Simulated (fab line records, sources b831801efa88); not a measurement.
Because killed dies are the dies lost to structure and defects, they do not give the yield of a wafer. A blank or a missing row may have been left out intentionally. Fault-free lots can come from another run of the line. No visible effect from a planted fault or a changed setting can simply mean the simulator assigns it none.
Struck lot and sound lot, side by side ; flow sfqLine ; 24 steps out of a route of 325
Sound: these wafers, L636.2, L636.4, L636.5. Wafers struck: L635.2, L635.3, L635.4. At the end, the cause is stated.
At each step with rows: each side's tool, then ch and its chambers, then its first start. Under that, the readings that differ: sound wafers ; struck wafers ; difference of the means ; sigmas: that difference in standard deviations of wafers without a fault.
alike: a reading whose means differ by less than 2 such deviations, as well as words and numbers matching on both sides. not compared: withheld readings; readings where some wafer has no value; bounds like >300 that might hide an equal value; numbers whose values overlap and for which the record gives no deviation.
The two part at a step that has a row with sigmas, a row that says differs or no value, or rows on one side only. Numbers that don't overlap but have no deviation are shown without sigmas and don't part them. A reading that every wafer of one side lacks parts them only if that side has two wafers or more.

first, 6 steps without rows for these wafers: SFQ_TRILAYER_C5_LITHO_COAT_156 (resist thk 62 nm); SFQ_TRILAYER_C5_LITHO_COAT_151 (resist thk 650 nm); SFQ_TRILAYER_C5_LITHO_SOFTBAKE_155; SFQ_TRILAYER_C5_LITHO_EXPOSE_152 (exposes mask C5, target cd 500 nm); SFQ_TRILAYER_C5_LITHO_PEB_154 (peb time 60 s); SFQ_TRILAYER_C5_LITHO_DEVELOP_153 (time 60 s).
SFQ_C5_OVL_MEAS_937:
  sound on overlay-01 at day 75 22:25; struck on overlay-01 at day 75 20:01
  alike: C5_OVL
SFQ_TRILAYER_C5_BARC_OPEN_VIA_ETCH_210: etches BARC in O2, target depth 125 nm, time 40.57 s.
  sound on rieDiel-03 ch 0,1, day 75 22:26; struck on rieDiel-02 ch 0,1,3, day 75 20:02
  alike: drypumpMotorCurrentA, oesProductAu
  not compared: rfHoursCounterH
SFQ_TRILAYER_C5_ETCH_VIA_ETCH_154: etches SiO2 in CHF3, stops on Nb, target depth 84 nm.
  sound on rieDiel-03 ch 0,1, day 75 22:29; struck on rieDiel-02 ch 0,1,3, day 75 20:05
  alike: drypumpMotorCurrentA, oesProductAu
SFQ_TRILAYER_C5_STRIP_STRIP_155: strips in O2.
  sound on rieMetal-01 ch 1, day 75 22:44; struck on rieMetal-04 ch 0,1, day 75 20:08
  alike: drypumpMotorCurrentA, heBacksideLeakSccm, oesProductAu
  not compared: rfHoursCounterH
then, 2 steps without rows for these wafers: SFQ_TRILAYER_C5_STRIP_SOLV_CLEAN_156 (cleans in NMP, time 600 s); SFQ_TRILAYER_M6_DEP_PRE_CLEAN_158 (time 22.5 s).
SFQ_TRILAYER_M6_DEP_SPUTTER_157: material Nb, target thk 200 nm, time 133.3 s.
  sound on pvdSputter-05 at day 75 23:56; struck on pvdSputter-06 at day 75 20:56
  no value came back on the struck wafers for basePressurePa (Pa), cathodeDcPowerW (W), throttleValvePct (%); on the sound wafers basePressurePa (Pa) reads 1.35e-06 1.25e-06 1.35e-06
SFQ_M6_RS_MEAS_938: a four-point-probe measurement.
  sound on filmMetro-02 at day 76 00:02; struck on filmMetro-02 at day 75 21:02
reading;sound;struck;difference;sigmas
M6_NB_RS (ohm/sq);0.893 0.904 0.896;- - -;no value on the struck wafers;
then, 6 steps without rows for these wafers: SFQ_TRILAYER_M6_LITHO_COAT_164 (resist thk 62 nm); SFQ_TRILAYER_M6_LITHO_COAT_159 (resist thk 603.2 nm); SFQ_TRILAYER_M6_LITHO_SOFTBAKE_163; SFQ_TRILAYER_M6_LITHO_EXPOSE_160 (exposes mask M6, target cd 500 nm); SFQ_TRILAYER_M6_LITHO_PEB_162 (peb time 60 s); SFQ_TRILAYER_M6_LITHO_DEVELOP_161 (time 60 s).
SFQ_M6_OVL_MEAS_940:
  sound on overlay-02 at day 76 02:28; struck on overlay-02 at day 75 23:28
  alike: M6_OVL
SFQ_TRILAYER_M6_BARC_OPEN_METAL_ETCH_206: etches BARC in O2, target depth 125 nm, time 41.7 s.
  sound on rieMetal-03 ch 0,1, day 76 02:29; struck on rieMetal-03 ch 0,1, day 75 23:29
  alike: drypumpMotorCurrentA, heBacksideLeakSccm, oesProductAu
  not compared: rfHoursCounterH
SFQ_TRILAYER_M6_ETCH_METAL_ETCH_162: etches Nb in Cl2/Ar, stops on SiO2, target depth 240 nm, time 120 s.
  sound on rieMetal-03 ch 0,1, day 76 02:33; struck on rieMetal-03 ch 0,1, day 75 23:33
reading;sound;struck;difference;sigmas
oesProductAu (a.u.);0.892 0.890 0.889;0.376 0.380 0.380;-0.512;-79
  alike: drypumpMotorCurrentA, heBacksideLeakSccm
  not compared: rfHoursCounterH
SFQ_TRILAYER_M6_STRIP_STRIP_163: strips in O2.
  sound on rieMetal-03 ch 0,1, day 76 02:40; struck on rieMetal-03 ch 0,1, day 75 23:40
  alike: drypumpMotorCurrentA, heBacksideLeakSccm, oesProductAu
  not compared: rfHoursCounterH

## WHERE THEY PART
At SFQ_TRILAYER_M6_DEP_SPUTTER_157 first; at SFQ_TRILAYER_M6_ETCH_METAL_ETCH_162 last (within this record only). Later steps at which nothing parts them and some readings are alike: SFQ_TRILAYER_M6_STRIP_STRIP_163.

WHY: what the simulator had put in
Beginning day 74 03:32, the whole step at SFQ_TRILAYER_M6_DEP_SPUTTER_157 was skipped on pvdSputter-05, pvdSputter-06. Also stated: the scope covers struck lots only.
